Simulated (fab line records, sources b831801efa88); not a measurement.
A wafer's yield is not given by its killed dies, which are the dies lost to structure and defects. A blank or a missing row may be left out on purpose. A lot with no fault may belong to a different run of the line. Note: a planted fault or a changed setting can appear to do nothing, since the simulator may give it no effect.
2 desks, one fault :: flow gf180mcu :: only its own numbers are on each desk; what lay behind them is given at the end

== FROM THE METROLOGY DESK ==
Means of the sampled wafers that have a number, per lot and without regard to the tool the lot ran on: this is what the gauges read. A lot is out of limits, marked OUT, if its mean lies more than 4 standard deviations from the usual mean; the brackets give that distance.
Columns: A = V5_CVD_02_THK at GF_V5_THK_MEAS_03, usual 1441 nm; B = V5_OVL at GF_V5_OVL_MEAS_15, usual 8 nm
lot: L920
first seen here: day 26 09:52
A: 1449
B: 2

lot: L921
first seen here: day 26 16:11
A: 1444
B: 18

lot: L922
first seen here: day 26 23:28
A: 1414
B: 6

lot: L924
first seen here: day 27 18:32
A: 1439
B: 5

lot: L923
first seen here: day 27 20:12
A: 1447
B: 7

lot: L925
first seen here: day 28 05:44
A: 1426
B: 9

lot: L926
first seen here: day 28 13:43
A: 1452
B: 11

lot: L929
first seen here: day 29 09:40
A: 1444
B: -1

lot: L930
first seen here: day 29 18:09
A: 1473
B: 10

lot: L932
first seen here: day 30 05:59
A: 1461
B: 11

lot: L938
first seen here: day 31 16:47
A: 1430
B: 1

lot: L939
first seen here: day 32 01:58
A: 1417
B: -2

lot: L940
first seen here: day 32 07:19
A: 1434
B: 3

lot: L941
first seen here: day 32 12:27
A: 1462
B: 7
This desk found nothing out of limits on any of the 14 lots.

== THE TOOL OWNER'S DESK: pvd_sputter-01 ==
The tool's own readings at GF_TOP_METAL_SPUTTER_01 (material TiN, target thk 30 nm, time 25 s): means of the sampled wafers that have a number, for each lot that ran on this tool. A lot is out of limits, marked OUT, if its mean lies more than 4 standard deviations from the usual mean; the brackets give that distance.
Columns: A = throttle_valve_pct at GF_TOP_METAL_SPUTTER_01, usual 29.6 %
lot: L920
first seen here: day 27 08:20
A: 29.8

lot: L921
first seen here: day 27 13:53
A: 29.7

lot: L922
first seen here: day 27 21:17
A: 29.3

lot: L925
first seen here: day 29 03:00
A: 29.1

lot: L939
first seen here: day 32 20:32
A: 29.3

lot: L940
first seen here: day 33 01:34
A: 29.7
This desk found nothing out of limits on any of the 6 lots.

== TAKEN TOGETHER ==
At the metrology desk, nothing out of limits was observed.
Nothing out of limits was seen by the tool owner's desk.

== WHAT THE SIMULATOR PUT IN ==
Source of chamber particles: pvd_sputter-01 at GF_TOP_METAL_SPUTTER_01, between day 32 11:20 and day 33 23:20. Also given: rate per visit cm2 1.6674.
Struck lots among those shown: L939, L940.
